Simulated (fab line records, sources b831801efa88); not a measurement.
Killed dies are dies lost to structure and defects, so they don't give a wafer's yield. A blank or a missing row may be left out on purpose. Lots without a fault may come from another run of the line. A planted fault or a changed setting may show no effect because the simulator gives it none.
Which tool did it? | flow sky130 | 10 lots, 30 wafers sampled, at 4 steps of a route of 708

WHAT THE GAUGES READ, wafer by wafer
SKY_NWELL_THK_MEAS_02.
lot  | measured    | on            | NWELL_OXIDATION_THK (nm)
L938 | day 3 01:32 | film_metro-02 | 9.61 9.51 9.43
L939 | day 3 03:59 | film_metro-04 | 9.88 9.86 9.72
L942 | day 3 16:20 | film_metro-02 | 9.58 9.28 9.60
L943 | day 3 22:53 | film_metro-04 | 9.83 9.85 9.82
L944 | day 4 03:07 | film_metro-04 | 9.91 9.71 9.83
L945 | day 4 06:56 | film_metro-02 | 16.89 16.93 16.93
L946 | day 4 10:42 | film_metro-04 | 16.66 16.56 16.56
L951 | day 5 13:56 | film_metro-03 | 9.82 9.80 9.92
L956 | day 6 13:57 | film_metro-03 | 9.75 9.86 9.70
L959 | day 7 08:23 | film_metro-03 | 9.98 10.13 9.93

WHICH TOOL RAN EACH LOT (tool, then ch and the chambers of the sampled wafers, then the start)
lot  | SKY_FIELD_ISO_ETCH_14             | SKY_FIELD_ISO_ETCH_15             | SKY_NWELL_OXIDATION_01
L938 | rie_diel-03 ch 1,2, day 2 10:34   | rie_diel-03 ch 1,2, day 2 10:36   | furnace-02 ch 0, day 3 00:08
L939 | rie_diel-04 ch 0,2, day 2 14:29   | rie_diel-04 ch 0,2, day 2 14:32   | furnace-01 ch 0, day 3 02:34
L942 | rie_diel-04 ch 0,1,3, day 3 10:07 | rie_diel-04 ch 0,1,3, day 3 10:09 | furnace-02 ch 0, day 3 14:56
L943 | rie_diel-02 ch 0,1, day 3 14:16   | rie_diel-02 ch 0,1, day 3 14:18   | furnace-01 ch 0, day 3 21:28
L944 | rie_diel-02 ch 0,1, day 3 19:44   | rie_diel-02 ch 0,1, day 3 19:47   | furnace-01 ch 0, day 4 01:43
L945 | rie_diel-02 ch 0,1,2, day 4 00:05 | rie_diel-02 ch 0,1,2, day 4 00:08 | furnace-01 ch 0, day 4 05:32
L946 | rie_diel-04 ch 1,3, day 4 03:49   | rie_diel-04 ch 1,3, day 4 03:51   | furnace-01 ch 0, day 4 09:18
L951 | rie_diel-03 ch 0,2,3, day 5 06:20 | rie_diel-03 ch 0,2,3, day 5 06:23 | furnace-02 ch 0, day 5 12:32
L956 | rie_diel-03 ch 0,2,3, day 6 08:05 | rie_diel-03 ch 0,2,3, day 6 08:08 | furnace-02 ch 0, day 6 12:34
L959 | rie_diel-03 ch 2,3, day 6 23:04   | rie_diel-03 ch 2,3, day 6 23:06   | furnace-02 ch 0, day 7 06:59
- SKY_FIELD_ISO_ETCH_14: etches BARC in N2/H2, stops on SiO2, time 45.9 s, target depth 60 nm.
- SKY_FIELD_ISO_ETCH_15: etches the open film in CHF3/O2, stops on Si, target depth 180 nm, time 72 s.
- SKY_NWELL_OXIDATION_01: stabilise 600 s, purge 300 s, target thk 10 nm.

THE ANSWER, worked out from the rows above alone
Rule: what is usual is taken from the lots themselves. Put in order of their means at a reading, lots are off if they are a third of the lots or fewer, leave a main group of 4 or more, and stand apart from it by a gap of 3 or more times the standard deviation of the main group's means; of several such gaps the widest counts. A main group whose means are all the same, to the digits that the tables above print for the reading, isn't used. A lot without any number at a reading at which 4 lots or more have one is off too. The other lots that the step has rows for count as sound.
Off: L945, L946, at SKY_NWELL_THK_MEAS_02 (NWELL_OXIDATION_THK). The main group: mean 9.76 nm, standard deviation 0.17.
A tool fits if, at a process step before that reading, it ran every lot that is off, and no sound lot after the first of them. The gauges at SKY_NWELL_THK_MEAS_02 are tried like those tools. One fits: furnace-01 at SKY_NWELL_OXIDATION_01. Its last sound lot is L944 (day 4 01:43), its first lot that is off L945 (day 4 05:32): a fault that began between those two fits.

WHAT THE SIMULATOR HAD PUT IN
Process parameter drift: furnace-01, from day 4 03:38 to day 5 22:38, at SKY_NWELL_OXIDATION_01. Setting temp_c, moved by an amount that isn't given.
Lots struck among those shown: L945, L946. The rule above found the same.
